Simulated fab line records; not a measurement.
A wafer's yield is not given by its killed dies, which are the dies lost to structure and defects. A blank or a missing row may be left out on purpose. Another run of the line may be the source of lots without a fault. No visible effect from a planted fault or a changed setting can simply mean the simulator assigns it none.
Struck lot and sound lot, side by side :: flow gf180mcu :: 27 steps out of a route of 602
Sound: these wafers, L261.1, L261.2, L261.4. The struck wafers were L264.1, L264.2, L264.4. At the end, the cause is stated.
Per side, at each step with rows, come the tool, then ch with its chambers, and then its first start. Under that, the readings that differ: sound wafers :: struck wafers :: difference of the means :: sigmas: that difference in standard deviations of wafers without a fault.
alike: readings whose means differ by less than 2 such deviations, and words and numbers that are the same on both sides. not compared: withheld readings, readings that some wafer has no value for, bounds like >300 that may hide the same value, and numbers for which the record gives no deviation and whose values overlap.
Wherever a step has rows on one side only, a row that says differs or no value, or a row with sigmas, the two part there. Non-overlapping numbers with no deviation appear without sigmas and do not part them. A reading missing from all wafers of one side parts the sides only when that side holds two or more wafers.

GF_HV_LDD_ETCHBACK_58: etches Si3N4 in CH3F/O2, stops on SiO2, time 100 s, target depth 90 nm.
  sound on rie diel-03 ch 1,2, day 12 16:41; struck on rie diel-02 ch 0,1,2, day 13 13:47
  alike: drypump motor current A, oes product au, rf fwd power W, throttle valve pct
  not compared: rf hours counter h
then, 7 steps without rows for these wafers: GF_NSD_DEHYDRATE_00 (time 60 s); GF_NSD_HMDS_01 (prime time 60 s); GF_NSD_COAT_02 (resist thk 1000 nm); GF_NSD_SOFTBAKE_03 (time 60 s); GF_NSD_EXPOSE_04 (exposes mask Nplus, target cd 400 nm); GF_NSD_PEB_05; GF_NSD_DEVELOP_06 (develop time 60 s).
GF_NSD_CD_MEAS_07 targets a cd of 400 nm.
  struck on cd sem-01, day 14 10:19; sound on cd sem-01, day 13 12:48
  alike: cd nm
GF_NSD_OVL_MEAS_08:
  struck on overlay-01, day 14 10:26; sound on overlay-02, day 13 12:55
  alike: NSD_OVL
then, 2 steps without rows for these wafers: GF_NSD_IMPLANT_09; GF_NSD_IMPLANT_10.
GF_NSD_STRIP_11: strips in O2/N2.
  sound on plasma asher-03 ch 0,1, day 13 13:16; struck on plasma asher-04 ch 0,1, day 14 10:47
reading: oes product au (a.u.)
sound: 0.494 0.480 0.482
struck: 0.588 0.588 0.594
difference: +0.105
sigmas: +23

reading: strip time to endpoint s (s)
sound: 23.09 23.09 23.08
struck: - - -
difference: no value on the struck wafers
sigmas: 

reading: model.NOVOLAK_of_NSD_COAT_02.thk nm (nm)
sound: 0 0 0
struck: 101.6 102.3 101.7
difference: +101.9
sigmas: 
  alike: drypump motor current A, heater power w
  not compared: rf hours counter h
GF_NSD_TW_MEAS_12:
  struck on film metro-02, day 14 10:53; sound on film metro-04, day 13 13:22
reading: NSD_TW
sound: 4219 4227 4250
struck: 4298 4319 4295
difference: +72
sigmas: +2
then, 7 steps without rows for these wafers: GF_PSD_DEHYDRATE_00 (time 60 s); GF_PSD_HMDS_01 (prime time 60 s); GF_PSD_COAT_02 (resist thk 1000 nm); GF_PSD_SOFTBAKE_03 (time 60 s); GF_PSD_EXPOSE_04 (exposes mask Pplus, target cd 400 nm); GF_PSD_PEB_05; GF_PSD_DEVELOP_06 (develop time 60 s).
GF_PSD_CD_MEAS_07 targets a cd of 400 nm.
  struck on cd sem-02, day 15 07:45; sound on cd sem-02, day 14 09:57
  alike: cd nm
GF_PSD_OVL_MEAS_08:
  struck on overlay-01, day 15 07:52; sound on overlay-01, day 14 10:04
  alike: PSD_OVL
after that, 1 step had no rows for these wafers: GF_PSD_IMPLANT_09.
GF_PSD_STRIP_10: strips in O2/N2.
  sound on plasma asher-02 ch 0,1, day 14 10:16; struck on plasma asher-03 ch 0,1, day 15 08:04
reading: oes product au (a.u.)
sound: 0.597 0.586 0.591
struck: 0.601 0.608 0.600
difference: +0.012
sigmas: +3

reading: strip time to endpoint s (s)
sound: 16.57 16.55 16.58
struck: 17.99 17.99 17.98
difference: +1.42
sigmas: +35
  alike: drypump motor current A, heater power w
  not compared: rf hours counter h
GF_PSD_TW_MEAS_11:
  struck on film metro-01, day 15 08:24; sound on film metro-04, day 14 10:22
reading: PSD_TW
sound: 3140 3139 3152
struck: 289 272 286
difference: -2861
sigmas: -99 or more
  not compared: hold
GF_PASSIVATION_PROBE_99:
  rows exist in the record for the sound wafers here (prober-01, day 29 07:25), none for the struck ones

## WHERE THEY PART
First at GF_NSD_STRIP_11; last, within this record, at GF_PASSIVATION_PROBE_99.

WHY: what the simulator had put in
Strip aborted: plasma asher-04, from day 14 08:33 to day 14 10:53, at GF_NSD_STRIP_11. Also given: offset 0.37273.
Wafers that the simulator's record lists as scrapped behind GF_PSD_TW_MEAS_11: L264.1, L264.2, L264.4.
